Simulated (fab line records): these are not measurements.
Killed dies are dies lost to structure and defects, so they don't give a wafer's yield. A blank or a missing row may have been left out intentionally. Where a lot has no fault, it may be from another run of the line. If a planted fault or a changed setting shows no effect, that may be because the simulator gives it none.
Which tool is to blame?	flow gf180mcu	36 wafers from 12 lots sampled at 4 of the route's 602 steps

WHAT THE GAUGES READ, wafer by wafer
GF_V4_OVL_MEAS_15.
lot	measured	on	V4_OVL (nm)
L773	day 24 10:38	overlay-02	3 8 4
L776	day 25 08:37	overlay-02	11 3 8
L779	day 26 12:44	overlay-01	-7 -1 -3
L781	day 27 08:07	overlay-01	1 9 9
L782	day 27 11:56	overlay-01	14 7 6
L783	day 27 18:50	overlay-01	1 1 -1
L784	day 28 04:22	overlay-01	12 12 12
L785	day 28 06:14	overlay-01	3 -2 2
L786	day 28 14:50	overlay-01	6 2 5
L787	day 28 18:34	overlay-01	-9 -5 1
L789	day 29 14:02	overlay-02	7 9 3
L796	day 31 06:32	overlay-02	-3 -6 -6

EACH LOT AND THE TOOL THAT RAN IT (in order: tool; ch and the chambers of the sampled wafers; start)
lot	GF_V2_ETCH_16	GF_M3_SPUTTER_01	GF_V4_CMP_04
L773	rie diel-04 ch 2,3, day 20 06:55	pvd sputter-03, day 20 08:22	cmp-01 ch 2,3, day 23 12:16
L776	rie diel-04 ch 1,2, day 21 07:10	pvd sputter-02, day 21 08:38	cmp-02 ch 1,3, day 24 10:37
L779	rie diel-01 ch 1,2, day 22 14:16	pvd sputter-03, day 22 15:43	cmp-01 ch 1,2, day 25 15:26
L781	rie diel-01 ch 0,2,3, day 23 13:34	pvd sputter-03, day 23 15:02	cmp-01 ch 0,3, day 26 11:23
L782	rie diel-01 ch 1,2, day 23 16:31	pvd sputter-03, day 23 17:58	cmp-01 ch 0,3, day 26 15:18
L783	rie diel-04 ch 1,2,3, day 24 00:55	pvd sputter-04, day 24 02:22	cmp-01 ch 1,3, day 26 22:13
L784	rie diel-01 ch 0,1,3, day 24 11:58	pvd sputter-03, day 24 13:25	cmp-01 ch 2,3, day 27 08:21
L785	rie diel-04 ch 0,3, day 24 13:52	pvd sputter-03, day 24 15:19	cmp-02 ch 1,2,3, day 27 10:16
L786	rie diel-04 ch 0,1, day 24 22:52	pvd sputter-04, day 25 00:35	cmp-02 ch 0,2,3, day 27 19:04
L787	rie diel-04 ch 1,2,3, day 25 02:55	pvd sputter-04, day 25 04:25	cmp-02 ch 0,2,3, day 27 22:58
L789	rie diel-01 ch 1,2, day 26 01:28	pvd sputter-03, day 26 02:55	cmp-02 ch 0,2,3, day 28 19:01
L796	rie diel-04 ch 2,3, day 27 23:16	pvd sputter-02, day 28 00:43	cmp-01 ch 0,1,2, day 30 13:17
- GF_V2_ETCH_16: etches BARC in N2/H2.
- GF_M3_SPUTTER_01: material TiN, target thk 30 nm, time 25 s.
- GF_V4_CMP_04: polishes SiO2.

WHAT THE TOOLS THEMSELVES READ (means of the sampled wafers that have a number; where no wafer has one, the mark that the record gives instead)
GF_V2_ETCH_16.
lot	tool	drypump motor current A (A)	n2 flow sccm (sccm)	oes product au (a.u.)	throttle valve pct (%)
L773	rie diel-04	5.4	99.77	0.853	13.240
L776	rie diel-04	6.2	100.33	0.855	13.226
L779	rie diel-01	6.2	100.22	0.852	13.225
L781	rie diel-01	5.8	100.22	0.855	13.220
L782	rie diel-01	6.0	99.79	0.858	13.229
L783	rie diel-04	5.9	100.04	0.852	13.221
L784	rie diel-01	5.7	100.05	0.858	13.224
L785	rie diel-04	6.0	100.02	0.854	13.221
L786	rie diel-04	6.5	100.18	0.853	13.232
L787	rie diel-04	5.9	99.88	0.858	13.236
L789	rie diel-01	6.0	99.97	0.858	13.228
L796	rie diel-04	5.4	100.35	0.853	13.227

GF_M3_SPUTTER_01.
lot	tool	throttle valve pct (%)
L773	pvd sputter-03	29.9
L776	pvd sputter-02	30.3
L779	pvd sputter-03	29.8
L781	pvd sputter-03	29.6
L782	pvd sputter-03	29.7
L783	pvd sputter-04	29.4
L784	pvd sputter-03	29.7
L785	pvd sputter-03	30.4
L786	pvd sputter-04	28.8
L787	pvd sputter-04	29.3
L789	pvd sputter-03	29.7
L796	pvd sputter-02	31.0

GF_V4_CMP_04.
lot	tool	motor current A (A)	platen rpm (rpm)	time to endpoint s (s)
L773	cmp-01	12.8	59.99	82
L776	cmp-02	11.2	60.01	79
L779	cmp-01	10.9	59.99	83
L781	cmp-01	12.2	60.01	82
L782	cmp-01	12.2	60.02	76
L783	cmp-01	12.1	60.01	79
L784	cmp-01	13.3	60.00	80
L785	cmp-02	11.9	59.99	80
L786	cmp-02	12.6	60.03	79
L787	cmp-02	12.7	59.97	87
L789	cmp-02	12.7	60.01	85
L796	cmp-01	11.2	60.04	80

THE ANSWER, worked out from the rows above alone
Rule: usual is defined by the lots themselves. Put in order of their means at a reading, lots are off if they are a third of the lots or fewer, leave a main group of 4 or more, and stand apart from it by a gap of 3 or more times the standard deviation of the main group's means; of several such gaps the widest counts. If all means in a main group match to the digits the tables above print for the reading, that group is not used. Also off: a lot with no number at a reading for which 4 or more lots have one. All remaining lots with rows at the step are treated as sound. After the gauges, taken in route order, come the tools' own readings; for these a lot's mean is taken, as printed above. The first step at which some lot is off is used, and at that step the reading that is off furthest; a lot without a number counts as furthest.
None of the lots is off at any reading shown; this tells nothing.

WHAT THE SIMULATOR HAD PUT IN
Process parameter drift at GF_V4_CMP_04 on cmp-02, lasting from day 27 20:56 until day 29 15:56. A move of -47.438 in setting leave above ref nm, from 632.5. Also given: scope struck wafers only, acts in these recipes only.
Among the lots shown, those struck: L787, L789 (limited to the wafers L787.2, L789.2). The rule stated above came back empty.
